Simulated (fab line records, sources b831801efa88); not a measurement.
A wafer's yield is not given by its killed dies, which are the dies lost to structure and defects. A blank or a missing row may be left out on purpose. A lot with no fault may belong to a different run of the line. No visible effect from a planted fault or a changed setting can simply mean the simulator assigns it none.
Which tool was responsible? -- flow sky130 -- 14 lots with 42 wafers sampled at 4 steps, on a route of 708 steps

== WHAT THE GAUGES READ, wafer by wafer ==
SKY_VT_ADJUST_PCH_OVL_MEAS_07. Usual: VT_ADJUST_PCH_OVL gives 0.3 nm (standard deviation 1.4).
lot,measured,on,VT_ADJUST_PCH_OVL (nm),flag
L737,day 10 10:16,overlay-01,-2.4 -2.5 -0.9,
L742,day 12 08:28,overlay-02,-0.9 -0.1 -0.4,
L745,day 13 02:17,overlay-01,2.0 1.1 0.0,
L746,day 13 05:28,overlay-01,0.1 0.6 -0.4,
L750,day 14 16:11,overlay-01,1.8 0.5 0.8,
L751,day 14 22:34,overlay-01,-0.3 -0.3 -0.8,
L752,day 15 05:55,overlay-01,1.1 -0.9 -0.8,
L753,day 15 15:20,overlay-01,-0.4 2.2 0.8,
L754,day 16 00:07,overlay-01,0.3 0.7 0.5,
L755,day 16 07:43,overlay-01,1.3 -0.3 0.9,
L757,day 16 21:46,overlay-01,1.8 0.1 2.1,
L758,day 17 03:19,overlay-01,-2.4 -1.8 -1.8,
L759,day 17 08:56,overlay-01,-2.8 -1.1 -2.3,
L760,day 17 20:08,overlay-01,2.4 1.3 1.6,

SKY_POLY_GATE_THK_MEAS_21. Usual: POLY_GATE_OXIDATION_THK gives 4.01 nm (standard deviation 0.091).
lot,measured,on,POLY_GATE_OXIDATION_THK (nm),flag
L737,day 16 14:11,filmMetro-01,4.02 3.89 3.95,
L742,day 18 16:53,filmMetro-04,3.84 3.85 3.93,
L745,day 19 19:20,filmMetro-04,4.04 4.00 4.02,
L746,day 20 02:16,filmMetro-01,4.08 4.13 4.01,
L750,day 21 12:31,filmMetro-04,4.32 4.19 4.06,
L751,day 21 22:48,filmMetro-01,4.05 3.92 3.93,
L752,day 22 07:21,filmMetro-02,3.98 4.02 4.03,
L753,day 22 11:26,filmMetro-01,4.03 4.03 4.10,
L754,day 23 00:16,filmMetro-01,4.01 3.99 4.01,
L755,day 23 07:22,filmMetro-02,4.07 4.19 4.11,
L757,day 23 19:48,filmMetro-04,4.07 4.13 3.95,
L758,day 24 03:03,filmMetro-02,4.06 4.11 3.96,
L759,day 24 07:38,filmMetro-04,3.96 3.98 3.95,
L760,day 24 20:49,filmMetro-01,3.96 3.96 3.91,

SKY_LDD_N_OVL_MEAS_07. Usual: LDD_N_OVL gives -1.6 nm (standard deviation 1.3).
lot,measured,on,LDD_N_OVL (nm),flag
L737,day 17 18:28,overlay-01,-0.7 0.9 -0.5,
L742,day 19 23:37,overlay-01,-1.3 -3.2 -1.6,
L745,day 21 01:34,overlay-02,- - -,OFF
L746,day 21 08:13,overlay-02,- - -,OFF
L750,day 22 20:01,overlay-01,-2.1 -1.8 -2.1,
L751,day 23 05:51,overlay-01,-0.5 -0.7 0.3,
L752,day 23 21:25,overlay-01,0.2 -2.6 -0.9,
L753,day 23 22:23,overlay-01,-2.2 -1.8 -2.8,
L754,day 24 04:52,overlay-02,-1.1 0.7 -0.6,
L755,day 24 10:13,overlay-02,-1.9 -2.8 -2.4,
L757,day 25 00:43,overlay-02,-3.5 -3.6 -2.1,
L758,day 25 08:22,overlay-02,-2.0 -1.1 -1.2,
L759,day 25 13:56,overlay-02,1.1 -2.3 1.5,
L760,day 26 01:59,overlay-02,-2.9 -3.2 -2.5,

== EACH LOT AND THE TOOL THAT RAN IT (in order: tool; ch and the chambers of the sampled wafers; start) ==
lot,SKY_LDD_N_EXPOSE_04
L737,"ilineStepper-02 ch 0, day 17 04:01"
L742,"ilineStepper-01 ch 0, day 19 08:19"
L745,"ilineStepper-02, day 20 11:16"
L746,"ilineStepper-02, day 20 17:28"
L750,"ilineStepper-02 ch 0, day 22 04:42"
L751,"ilineStepper-02 ch 0, day 22 14:27"
L752,"ilineStepper-02 ch 0, day 23 07:55"
L753,"ilineStepper-02 ch 0, day 23 08:31"
L754,"ilineStepper-01 ch 0, day 23 14:57"
L755,"ilineStepper-01 ch 0, day 23 20:52"
L757,"ilineStepper-01 ch 0, day 24 09:19"
L758,"ilineStepper-02 ch 0, day 24 18:02"
L759,"ilineStepper-01 ch 0, day 24 23:47"
L760,"ilineStepper-02 ch 0, day 25 11:26"
- SKY_LDD_N_EXPOSE_04: exposes mask NTM, target cd 840 nm.

== WHAT THE TOOLS THEMSELVES READ (means of the sampled wafers that have a number; where no wafer has one, the mark that the record gives instead) ==
SKY_LDD_N_EXPOSE_04. Usual: exposureDoseMJCm2 109.99, standard deviation 0.1; focusOffsetNm 0.0 nm, standard deviation 0.54.
lot,tool,exposureDoseMJCm2,focusOffsetNm (nm),flag
L737,ilineStepper-02,109.99,0.3,
L742,ilineStepper-01,110.02,0.2,
L745,ilineStepper-02,-,-,OFF
L746,ilineStepper-02,-,-,OFF
L750,ilineStepper-02,110.08,-0.2,
L751,ilineStepper-02,109.92,0.6,
L752,ilineStepper-02,109.94,-0.2,
L753,ilineStepper-02,110.17,0.7,
L754,ilineStepper-01,109.89,-0.2,
L755,ilineStepper-01,109.95,0.5,
L757,ilineStepper-01,109.90,-0.3,
L758,ilineStepper-02,110.00,0.4,
L759,ilineStepper-01,110.09,0.2,
L760,ilineStepper-02,110.03,-0.9,

== THE ANSWER, worked out from the rows above alone ==
Rule: a lot is off if the mean of its wafers that have a number lies more than 3 standard deviations from the usual mean. Also off: a lot with no number at a reading for which 4 or more lots have one. All remaining lots with rows at the step are treated as sound. The gauges are gone through in route order, then the tools' own readings, and for those a lot's mean is taken as printed above. At the first step where some lot is off, the reading lying furthest off is the one used; lots without a number count as furthest.
Off: at SKY_LDD_N_OVL_MEAS_07 (LDD_N_OVL), L745, L746. Without a number there: L745, L746.
A tool fits if, at a process step before that reading, it ran every lot that is off, and no sound lot after the first of them. The gauges at SKY_LDD_N_OVL_MEAS_07 aren't tried: what is off there is off at SKY_LDD_N_EXPOSE_04 too, on other tools, and a gauge's error can't cause that. Of those tried, none fits.

== WHAT THE SIMULATOR HAD INSERTED ==
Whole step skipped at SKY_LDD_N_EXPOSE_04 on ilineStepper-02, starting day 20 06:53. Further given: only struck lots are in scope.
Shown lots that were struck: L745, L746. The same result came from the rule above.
